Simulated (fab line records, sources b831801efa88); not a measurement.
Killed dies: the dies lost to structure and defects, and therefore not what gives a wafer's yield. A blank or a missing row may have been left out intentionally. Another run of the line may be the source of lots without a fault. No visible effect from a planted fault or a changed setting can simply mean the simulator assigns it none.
Which tool did it? :: flow gf180mcu :: 33 wafers from 11 lots sampled at 6 of the route's 602 steps

## WHAT EACH GAUGE READ, for each wafer
GF_V2_CD_MEAS_14 targets a cd of 260 nm. Usual: cd nm at 260.4 nm, with a standard deviation of 1.
lot: L575
measured: day 20 21:59
on: cd sem-02
cd nm (nm): 260.6 260.4 259.4
flag: 

lot: L578
measured: day 22 00:14
on: cd sem-02
cd nm (nm): 259.7 261.1 259.8
flag: 

lot: L579
measured: day 22 12:25
on: cd sem-01
cd nm (nm): 259.8 260.8 261.4
flag: 

lot: L582
measured: day 23 07:34
on: cd sem-02
cd nm (nm): 261.0 260.0 260.3
flag: 

lot: L583
measured: day 23 19:05
on: cd sem-01
cd nm (nm): 259.0 261.1 259.8
flag: 

lot: L586
measured: day 24 20:55
on: cd sem-02
cd nm (nm): 259.5 261.7 260.9
flag: 

lot: L587
measured: day 25 00:34
on: cd sem-02
cd nm (nm): 260.8 259.4 259.8
flag: 

lot: L589
measured: day 25 18:47
on: cd sem-01
cd nm (nm): 261.0 260.4 260.7
flag: 

lot: L590
measured: day 25 21:40
on: cd sem-02
cd nm (nm): 259.3 260.1 259.5
flag: 

lot: L591
measured: day 26 08:50
on: cd sem-01
cd nm (nm): 260.9 261.2 259.5
flag: 

lot: L597
measured: day 28 01:00
on: cd sem-02
cd nm (nm): 259.6 261.9 261.2
flag: 

GF_V3_THK_MEAS_03. Usual: for V3_CVD_02_THK the level is 851 nm and the standard deviation is 11.
lot: L575
measured: day 21 23:56
on: film metro-03
V3_CVD_02_THK (nm): 838 868 844
flag: 

lot: L578
measured: day 23 01:53
on: film metro-03
V3_CVD_02_THK (nm): 843 845 865
flag: 

lot: L579
measured: day 23 13:37
on: film metro-02
V3_CVD_02_THK (nm): 834 850 864
flag: 

lot: L582
measured: day 24 08:41
on: film metro-02
V3_CVD_02_THK (nm): 842 860 852
flag: 

lot: L583
measured: day 24 20:20
on: film metro-03
V3_CVD_02_THK (nm): 860 846 845
flag: 

lot: L586
measured: day 25 20:32
on: film metro-02
V3_CVD_02_THK (nm): 848 851 857
flag: 

lot: L587
measured: day 26 00:46
on: film metro-04
V3_CVD_02_THK (nm): 847 835 857
flag: 

lot: L589
measured: day 26 18:50
on: film metro-04
V3_CVD_02_THK (nm): 829 836 840
flag: 

lot: L590
measured: day 26 21:31
on: film metro-02
V3_CVD_02_THK (nm): 902 888 901 901 888 902
flag: OFF

lot: L591
measured: day 27 08:31
on: film metro-03
V3_CVD_02_THK (nm): 879 892 890 879 892 890
flag: OFF

lot: L597
measured: day 28 23:25
on: film metro-03
V3_CVD_02_THK (nm): 853 862 861
flag: 

GF_V3_OVL_MEAS_15. Usual: for V3_OVL the level is 1 nm and the standard deviation is 4.7.
lot: L575
measured: day 22 23:32
on: overlay-02
V3_OVL (nm): -2 0 -4
flag: 

lot: L578
measured: day 24 00:47
on: overlay-01
V3_OVL (nm): 3 -1 -4
flag: 

lot: L579
measured: day 24 12:14
on: overlay-01
V3_OVL (nm): -3 0 4
flag: 

lot: L582
measured: day 25 07:20
on: overlay-01
V3_OVL (nm): 2 3 -3
flag: 

lot: L583
measured: day 25 18:32
on: overlay-02
V3_OVL (nm): 3 7 8
flag: 

lot: L586
measured: day 26 17:59
on: overlay-02
V3_OVL (nm): -11 3 -7
flag: 

lot: L587
measured: day 26 22:41
on: overlay-01
V3_OVL (nm): 7 4 5
flag: 

lot: L589
measured: day 27 15:26
on: overlay-01
V3_OVL (nm): -1 11 4
flag: 

lot: L590
measured: day 27 18:06
on: overlay-01
V3_OVL (nm): -1 -5 6
flag: 

lot: L591
measured: day 28 04:23
on: overlay-01
V3_OVL (nm): 4 -1 -4
flag: 

lot: L597
measured: day 29 19:29
on: overlay-01
V3_OVL (nm): -4 -6 -3
flag: 

## WHAT TOOL EACH LOT RAN ON (gives the tool, then ch and the chambers of the sampled wafers, and finally the start)
lot: L575
GF_V2_CMP_26: cmp-01 ch 1,3, day 20 23:17
GF_V3_CVD_02: pecvd-02 ch 0,1,2, day 21 23:52
GF_V3_CMP_04: cmp-02 ch 0,1,3, day 22 00:05

lot: L578
GF_V2_CMP_26: cmp-01 ch 0,2,3, day 22 01:28
GF_V3_CVD_02: pecvd-03 ch 1,2, day 23 01:49
GF_V3_CMP_04: cmp-01 ch 1,2,3, day 23 01:56

lot: L579
GF_V2_CMP_26: cmp-01 ch 0,1,2, day 22 13:49
GF_V3_CVD_02: pecvd-03 ch 0,1, day 23 13:32
GF_V3_CMP_04: cmp-01 ch 0,1,2, day 23 13:46

lot: L582
GF_V2_CMP_26: cmp-02 ch 0,1,3, day 23 08:51
GF_V3_CVD_02: pecvd-01 ch 0,1, day 24 08:37
GF_V3_CMP_04: cmp-02 ch 0,2,3, day 24 08:44

lot: L583
GF_V2_CMP_26: cmp-02 ch 0,2,3, day 23 20:17
GF_V3_CVD_02: pecvd-02 ch 0,1,2, day 24 20:16
GF_V3_CMP_04: cmp-01 ch 2,3, day 24 20:23

lot: L586
GF_V2_CMP_26: cmp-01 ch 1,2,3, day 24 22:07
GF_V3_CVD_02: pecvd-03 ch 0,1,2, day 25 20:28
GF_V3_CMP_04: cmp-02 ch 0,1,3, day 25 20:35

lot: L587
GF_V2_CMP_26: cmp-02 ch 0,2,3, day 25 01:46
GF_V3_CVD_02: pecvd-02 ch 0,2, day 26 00:42
GF_V3_CMP_04: cmp-02 ch 1,2,3, day 26 00:50

lot: L589
GF_V2_CMP_26: cmp-02 ch 0,1, day 25 19:59
GF_V3_CVD_02: pecvd-02 ch 0,1,2, day 26 18:46
GF_V3_CMP_04: cmp-01 ch 0,2,3, day 26 18:53

lot: L590
GF_V2_CMP_26: cmp-02 ch 0,1, day 25 22:50
GF_V3_CVD_02: pecvd-02 ch 0,1,2, day 26 21:28
GF_V3_CMP_04: cmp-01 ch 0,1,2, day 27 04:50

lot: L591
GF_V2_CMP_26: cmp-01 ch 0,3, day 26 10:05
GF_V3_CVD_02: pecvd-02 ch 0,1,2, day 27 08:26
GF_V3_CMP_04: cmp-01 ch 0,3, day 27 17:19

lot: L597
GF_V2_CMP_26: cmp-01 ch 0,2,3, day 28 02:20
GF_V3_CVD_02: pecvd-03 ch 0,2, day 28 23:20
GF_V3_CMP_04: cmp-02 ch 2,3, day 28 23:28
- GF_V2_CMP_26: polishes, stops on SiO2, t overpolish 15 s, target thk 0 nm.
- GF_V3_CVD_02: deposits SiO2 from TEOS, target thk 850 nm, time 94.851 s.
- GF_V3_CMP_04: polishes SiO2.

## AS READ BY THE TOOLS THEMSELVES (means over the sampled wafers that have a number; for cases with no such wafer, the mark the record gives instead)
GF_V2_CMP_26. Usual: motor current A 10.1 A, standard deviation 1.3; overpolish run s 15.000 s, standard deviation 0.0095; time to endpoint s 85 s, standard deviation 4.1.
lot: L575
tool: cmp-01
motor current A (A): 10.6
overpolish run s (s): 14.993
time to endpoint s (s): 80
flag: 

lot: L578
tool: cmp-01
motor current A (A): 9.8
overpolish run s (s): 15.001
time to endpoint s (s): 84
flag: 

lot: L579
tool: cmp-01
motor current A (A): 9.9
overpolish run s (s): 14.990
time to endpoint s (s): 86
flag: 

lot: L582
tool: cmp-02
motor current A (A): 10.2
overpolish run s (s): 15.005
time to endpoint s (s): 90
flag: 

lot: L583
tool: cmp-02
motor current A (A): 9.7
overpolish run s (s): 15.008
time to endpoint s (s): 85
flag: 

lot: L586
tool: cmp-01
motor current A (A): 10.1
overpolish run s (s): 15.013
time to endpoint s (s): 83
flag: 

lot: L587
tool: cmp-02
motor current A (A): 9.9
overpolish run s (s): 14.992
time to endpoint s (s): 84
flag: 

lot: L589
tool: cmp-02
motor current A (A): 8.9
overpolish run s (s): 14.994
time to endpoint s (s): 87
flag: 

lot: L590
tool: cmp-02
motor current A (A): 9.4
overpolish run s (s): 15.000
time to endpoint s (s): 87
flag: 

lot: L591
tool: cmp-01
motor current A (A): 10.4
overpolish run s (s): 14.998
time to endpoint s (s): 82
flag: 

lot: L597
tool: cmp-01
motor current A (A): 9.8
overpolish run s (s): 15.003
time to endpoint s (s): 89
flag: 

GF_V3_CVD_02. Usual: heater power w 636 W, standard deviation 79; rf fwd power W 596.1 W, standard deviation 2.1; susceptor temp C 400.02 C, standard deviation 0.23.
lot: L575
tool: pecvd-02
heater power w (W): 599
rf fwd power W (W): 596.1
susceptor temp C (C): 400.00
flag: 

lot: L578
tool: pecvd-03
heater power w (W): 712
rf fwd power W (W): 595.5
susceptor temp C (C): 400.09
flag: 

lot: L579
tool: pecvd-03
heater power w (W): 668
rf fwd power W (W): 595.8
susceptor temp C (C): 399.90
flag: 

lot: L582
tool: pecvd-01
heater power w (W): 572
rf fwd power W (W): 597.8
susceptor temp C (C): 399.93
flag: 

lot: L583
tool: pecvd-02
heater power w (W): 543
rf fwd power W (W): 596.9
susceptor temp C (C): 400.06
flag: 

lot: L586
tool: pecvd-03
heater power w (W): 696
rf fwd power W (W): 597.9
susceptor temp C (C): 400.23
flag: 

lot: L587
tool: pecvd-02
heater power w (W): 622
rf fwd power W (W): 594.9
susceptor temp C (C): 400.19
flag: 

lot: L589
tool: pecvd-02
heater power w (W): 629
rf fwd power W (W): 594.1
susceptor temp C (C): 400.02
flag: 

lot: L590
tool: pecvd-02
heater power w (W): 558
rf fwd power W (W): 691.5
susceptor temp C (C): 399.95
flag: OFF

lot: L591
tool: pecvd-02
heater power w (W): 554
rf fwd power W (W): 691.6
susceptor temp C (C): 399.77
flag: OFF

lot: L597
tool: pecvd-03
heater power w (W): 701
rf fwd power W (W): 596.9
susceptor temp C (C): 400.04
flag: 

GF_V3_CMP_04. Usual: motor current A 11.0 A, standard deviation 1.4; time to endpoint s 80 s, standard deviation 5.2.
lot: L575
tool: cmp-02
motor current A (A): 11.2
time to endpoint s (s): 82
flag: 

lot: L578
tool: cmp-01
motor current A (A): 11.2
time to endpoint s (s): 78
flag: 

lot: L579
tool: cmp-01
motor current A (A): 10.6
time to endpoint s (s): 80
flag: 

lot: L582
tool: cmp-02
motor current A (A): 10.5
time to endpoint s (s): 82
flag: 

lot: L583
tool: cmp-01
motor current A (A): 11.1
time to endpoint s (s): 76
flag: 

lot: L586
tool: cmp-02
motor current A (A): 11.3
time to endpoint s (s): 79
flag: 

lot: L587
tool: cmp-02
motor current A (A): 11.8
time to endpoint s (s): 78
flag: 

lot: L589
tool: cmp-01
motor current A (A): 10.5
time to endpoint s (s): 76
flag: 

lot: L590
tool: cmp-01
motor current A (A): 10.4
time to endpoint s (s): 99
flag: OFF

lot: L591
tool: cmp-01
motor current A (A): 11.0
time to endpoint s (s): 94
flag: 

lot: L597
tool: cmp-02
motor current A (A): 11.3
time to endpoint s (s): 79
flag: 

## THE ANSWER, worked out from the rows above alone
Rule: take the mean of a lot's wafers that have a number; if it is more than 3 standard deviations from the usual mean, the lot is off. Also off: a lot with no number at a reading for which 4 or more lots have one. All remaining lots with rows at the step are treated as sound. After the gauges, taken in route order, come the tools' own readings; for these a lot's mean is taken, as printed above. The first step at which some lot is off is used, and at that step the reading that is off furthest; a lot without a number counts as furthest.
Off: L590, L591, at GF_V3_THK_MEAS_03 (V3_CVD_02_THK).
A tool fits if, at a process step before that reading, it ran every lot that is off, and no sound lot after the first of them. Not tried: the gauges at GF_V3_THK_MEAS_03; whatever is off there is also off at GF_V3_CVD_02, on other tools, and gauge error can't account for it. One candidate fits, namely pecvd-02 at GF_V3_CVD_02. A fault onset in the window from L589 (day 26 18:46, its last sound lot) to L590 (day 26 21:28, its first lot off) fits.
On the lots that are off, the tool's own readings at GF_V3_CVD_02 differ by more than 5 times the standard deviation of the sound lots' means, which bears it out; rf fwd power W reads 691.5 W there versus 596.2 W on the sound lots.

## WHAT THE SIMULATOR HAD PUT IN
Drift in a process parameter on pecvd-02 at GF_V3_CVD_02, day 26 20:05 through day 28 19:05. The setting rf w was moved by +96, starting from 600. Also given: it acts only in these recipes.
Shown lots that were struck: L590, L591. The rule given above showed the same thing.
